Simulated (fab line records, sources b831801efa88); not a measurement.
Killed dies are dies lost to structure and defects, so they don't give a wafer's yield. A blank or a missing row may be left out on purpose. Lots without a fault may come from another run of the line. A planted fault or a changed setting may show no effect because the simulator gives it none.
Chamber matching | flow gf180mcu | GF_V3_CMP_04 on cmp-02: 4 sister chambers
The step polishes SiO2. 16 wafers are shown with their chamber, then 8 later ones without.

WAFERS WITH THEIR CHAMBER
wafer  | chamber | edge_zone_pressure_frac | time_to_endpoint_s (s) | motor_current_A (A)
L715.2 | 2       | 1.001                   | 72                     | 11.4
L715.5 | 3       | 1.000                   | 83                     | 11.4
L715.6 | 0       | 1.002                   | 83                     | 12.1
L718.1 | 3       | 0.995                   | 74                     | 11.9
L718.2 | 0       | 0.995                   | 76                     | 11.4
L718.5 | 2       | 0.998                   | 79                     | 11.7
L719.2 | 1       | 0.995                   | 76                     | 11.7
L719.3 | 2       | 0.999                   | 74                     | 11.8
L719.4 | 0       | 0.996                   | 87                     | 11.9
L721.1 | 2       | 1.005                   | 71                     | 11.0
L721.4 | 3       | 1.007                   | 75                     | 11.6
L721.5 | 0       | 0.995                   | 81                     | 11.1
L724.3 | 0       | 0.989                   | 80                     | 11.4
L724.4 | 2       | 0.995                   | 83                     | 11.2
L724.5 | 2       | 1.006                   | 83                     | 11.0
L725.1 | 0       | 1.003                   | 79                     | 11.1

SIGNATURES (means of the wafers above)
reading                 | chamber 0 | chamber 1 | chamber 2 | chamber 3 | scatter within a chamber
edge_zone_pressure_frac | 0.99667   | 0.99500   | 1.00067   | 1.00067   | 0.00496
time_to_endpoint_s      | 81.00     | 76.00     | 77.00     | 77.33     | 4.7
motor_current_A         | 11.500    | 11.700    | 11.350    | 11.633    | 0.363
Rule: a wafer's distance from a chamber is the root of the sum, over the readings, of the square of ((its reading less the chamber's mean) divided by the reading's scatter). The wafer belongs to the nearest chamber; if the next one is less than 2 further off, it can't be placed. The scatter: the root of (the sum of the squares of (reading less its chamber's mean) over the shown wafers, divided by (wafers less chambers)).

WAFERS WITHOUT THEIR CHAMBER
wafer  | edge_zone_pressure_frac | time_to_endpoint_s (s) | motor_current_A (A)
L725.3 | 0.996                   | 79                     | 11.5
L725.6 | 1.003                   | 79                     | 12.7
L732.1 | 1.006                   | 82                     | 12.2
L732.4 | 1.002                   | 89                     | 12.1
L732.6 | 1.006                   | 83                     | 12.2
L734.2 | 0.999                   | 91                     | 11.2
L734.3 | 0.999                   | 86                     | 11.8
L734.4 | 1.000                   | 91                     | 12.0

WHICH CHAMBER EACH WENT THROUGH
wafer  | from the rows above               | in truth
L725.3 | can't be placed: 0 or 1 or 3 or 2 | 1
L725.6 | can't be placed: 3 or 1 or 0 or 2 | 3
L732.1 | can't be placed: 3 or 0 or 2 or 1 | 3
L732.4 | can't be placed: 0 or 3 or 1 or 2 | 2
L732.6 | can't be placed: 3 or 0 or 2 or 1 | 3
L734.2 | can't be placed: 0 or 2 or 3 or 1 | 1
L734.3 | can't be placed: 0 or 3 or 1 or 2 | 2
L734.4 | can't be placed: 0 or 3 or 1 or 2 | 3
Placed correctly: 0 of 8. Can't be placed from these rows: 8 (the true chamber is among the candidates in 8). Placed wrongly: 0.
